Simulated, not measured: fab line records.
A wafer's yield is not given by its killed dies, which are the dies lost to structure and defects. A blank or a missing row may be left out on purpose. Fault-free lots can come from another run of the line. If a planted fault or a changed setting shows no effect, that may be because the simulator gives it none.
Comparing a struck lot with a sound one | flow gf180mcu | 14 out of 602 route steps
Sound: these wafers, L379.1, L379.3, L379.6. Wafers struck: L386.1, L386.2, L386.6. The cause is named last.
Order at every step that has rows: each side's tool, ch and its chambers, its first start. Under that, the readings that differ: sound wafers | struck wafers | difference of the means | sigmas: that difference in standard deviations of wafers without a fault.
alike: readings whose means differ by less than 2 such deviations, and words and numbers that are the same on both sides. not compared: withheld readings, readings that some wafer has no value for, bounds like >300 that may hide the same value, and numbers for which the record gives no deviation and whose values overlap.
The two part at a step that has a row with sigmas, a row that says differs or no value, or rows on one side only. When numbers do not overlap yet have no deviation, they are printed without sigmas and do not part them. A reading missing from all wafers of one side parts the sides only when that side holds two or more wafers.

first, 4 steps without rows for these wafers: GF_V1_SOFTBAKE_10 (time 60 s); GF_V1_EXPOSE_11 (exposes mask Via1, target cd 260 nm); GF_V1_PEB_12 (peb time 90 s); GF_V1_DEVELOP_13 (develop time 60 s).
GF_V1_CD_MEAS_14: target cd 260 nm.
  sound on cd-sem-01 at day 22 15:17; struck on cd-sem-02 at day 24 22:50
  alike: cd-nm
GF_V1_OVL_MEAS_15:
  sound on overlay-01 at day 22 15:25; struck on overlay-01 at day 24 22:58
  alike: V1_OVL
GF_V1_ETCH_16: etches BARC in N2/H2.
  sound on rie-diel-01 ch 0,2,3, day 22 15:27; struck on rie-diel-01 ch 0,1,2, day 24 23:00
  alike: drypump-motor-current-A, oes-product-au, throttle-valve-pct
GF_V1_ETCH_17: etches SiO2 in C4F8/O2/Ar, stops on TiN, target depth 630 nm.
  sound: rie-diel-01 ch 0,2,3; struck: rie-diel-01 ch 0,1,2
  alike: oes-product-au
GF_V1_STRIP_18: strips in O2/N2.
  sound on plasma-asher-01 ch 0,1, day 22 15:34; struck on plasma-asher-02 ch 0,1, day 24 23:07
  alike: drypump-motor-current-A, heater-power-w, oes-product-au, platen-temp-c
  not compared: rf-hours-counter-h
then, 2 steps without rows for these wafers: GF_V1_STRIP_19 (strips in post etch residue remover, time 1200 s); GF_V1_CLEAN_20 (cleans in DIW).
GF_V1_SPUTTER_21: material Ti, target thk 15 nm, time 80.02 s.
  sound on pvd-sputter-04 at day 22 16:12; struck on pvd-sputter-04 at day 24 23:40
  alike: cathode-dc-power-W, chamber-pressure-pa, throttle-valve-pct
GF_V1_SPUTTER_22: material TiN, target thk 10 nm, time 40 s.
  sound on pvd-sputter-04 at day 22 16:16; struck on pvd-sputter-04 at day 24 23:44
  no value came back on the struck wafers for cathode-dc-power-W (W), chamber-pressure-pa (Pa), throttle-valve-pct (%); on the sound wafers cathode-dc-power-W (W) reads 4000.2 4000.7 4000.0
GF_V1_CVD_23: deposits W, target thk 350 nm, time 105.05 s.
  sound on cvd-w-02 ch 0,1, day 22 16:18; struck on cvd-w-02 ch 0,1, day 24 23:46
  alike: heater-power-w

## WHERE THEY PART
Only at GF_V1_SPUTTER_22, within this record. Later steps at which nothing parts them and some readings are alike: GF_V1_CVD_23.

WHY: what the simulator had put in
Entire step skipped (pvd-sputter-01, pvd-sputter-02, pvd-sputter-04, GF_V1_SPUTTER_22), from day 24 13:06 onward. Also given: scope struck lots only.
